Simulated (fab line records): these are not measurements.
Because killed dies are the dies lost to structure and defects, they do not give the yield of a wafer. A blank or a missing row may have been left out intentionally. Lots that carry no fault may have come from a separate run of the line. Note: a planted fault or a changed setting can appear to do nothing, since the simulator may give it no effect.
Chamber matching + flow gf180mcu + cmp-02 running GF_CONTACT_CMP_04: 4 sister chambers
The step polishes SiO2. 27 wafers are shown with their chamber, then 12 later ones without.

## WAFERS, EACH WITH ITS CHAMBER
| wafer  | chamber | motor-current-A (A) | time-to-endpoint-s (s) |
|--------|---------|---------------------|------------------------|
| L075.1 | 3       | 11.1                | 118                    |
| L075.5 | 1       | 13.4                | 121                    |
| L075.6 | 2       | 11.7                | 120                    |
| L077.2 | 2       | 11.8                | 107                    |
| L077.3 | 3       | 11.0                | 115                    |
| L077.4 | 0       | 12.1                | 103                    |
| L080.1 | 1       | 13.0                | 113                    |
| L080.3 | 2       | 11.8                | 112                    |
| L080.4 | 0       | 12.7                | 116                    |
| L082.1 | 3       | 11.6                | 111                    |
| L082.2 | 2       | 12.2                | 105                    |
| L082.4 | 1       | 13.2                | 109                    |
| L083.1 | 0       | 12.8                | 104                    |
| L083.5 | 0       | 13.0                | 110                    |
| L083.6 | 3       | 11.6                | 118                    |
| L084.4 | 1       | 11.7                | 110                    |
| L084.5 | 1       | 13.5                | 106                    |
| L084.6 | 2       | 12.4                | 100                    |
| L085.1 | 0       | 13.3                | 105                    |
| L085.2 | 1       | 13.8                | 111                    |
| L085.6 | 2       | 11.6                | 107                    |
| L087.1 | 0       | 13.0                | 99                     |
| L087.4 | 1       | 13.3                | 103                    |
| L087.6 | 0       | 13.0                | 99                     |
| L090.3 | 3       | 11.0                | 116                    |
| L090.4 | 2       | 12.1                | 106                    |
| L090.5 | 0       | 13.0                | 112                    |

SIGNATURES (means of the wafers above)
| reading            | chamber 0 | chamber 1 | chamber 2 | chamber 3 | scatter within a chamber |
|--------------------|-----------|-----------|-----------|-----------|--------------------------|
| motor-current-A    | 12.863    | 13.129    | 11.943    | 11.260    | 0.444                    |
| time-to-endpoint-s | 106.00    | 110.43    | 108.14    | 115.60    | 5.64                     |
Rule: for each reading, subtract the chamber's mean from the wafer's reading, divide by that reading's scatter and square the result; add these up over the readings and take the root, which gives the wafer's distance from the chamber. If the next closest chamber is less than 2 further off than the closest, the wafer can't be placed; otherwise it belongs to the closest. The scatter: the root of (the sum of the squares of (reading less its chamber's mean) over the shown wafers, divided by (wafers less chambers)).

## WAFERS WHOSE CHAMBER IS MISSING
| wafer  | motor-current-A (A) | time-to-endpoint-s (s) |
|--------|---------------------|------------------------|
| L091.1 | 13.9                | 108                    |
| L091.5 | 11.4                | 113                    |
| L091.6 | 12.5                | 103                    |
| L093.2 | 12.4                | 104                    |
| L093.4 | 11.5                | 124                    |
| L093.6 | 12.1                | 110                    |
| L094.1 | 12.6                | 107                    |
| L094.5 | 12.4                | 106                    |
| L094.6 | 13.2                | 118                    |
| L096.1 | 13.3                | 97                     |
| L096.5 | 11.8                | 101                    |
| L096.6 | 10.9                | 104                    |

## THE CHAMBER EACH PASSED THROUGH
| wafer  | from the rows above               | in truth |
|--------|-----------------------------------|----------|
| L091.1 | can't be placed: 1 or 0           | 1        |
| L091.5 | can't be placed: 3 or 2           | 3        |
| L091.6 | can't be placed: 0 or 2 or 1      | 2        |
| L093.2 | can't be placed: 0 or 2 or 1      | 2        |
| L093.4 | can't be placed: 3 or 2           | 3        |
| L093.6 | can't be placed: 2 or 0 or 3 or 1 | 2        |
| L094.1 | can't be placed: 0 or 1 or 2      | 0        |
| L094.5 | can't be placed: 0 or 2 or 1      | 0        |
| L094.6 | can't be placed: 1 or 0 or 2      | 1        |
| L096.1 | can't be placed: 0 or 1 or 2      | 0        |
| L096.5 | can't be placed: 2 or 0 or 3      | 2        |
| L096.6 | can't be placed: 3 or 2           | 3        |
Correct placement for 0 of the 12. Not placeable from these rows: 12 (in 12, the candidates include the true chamber). Placed wrongly: 0.
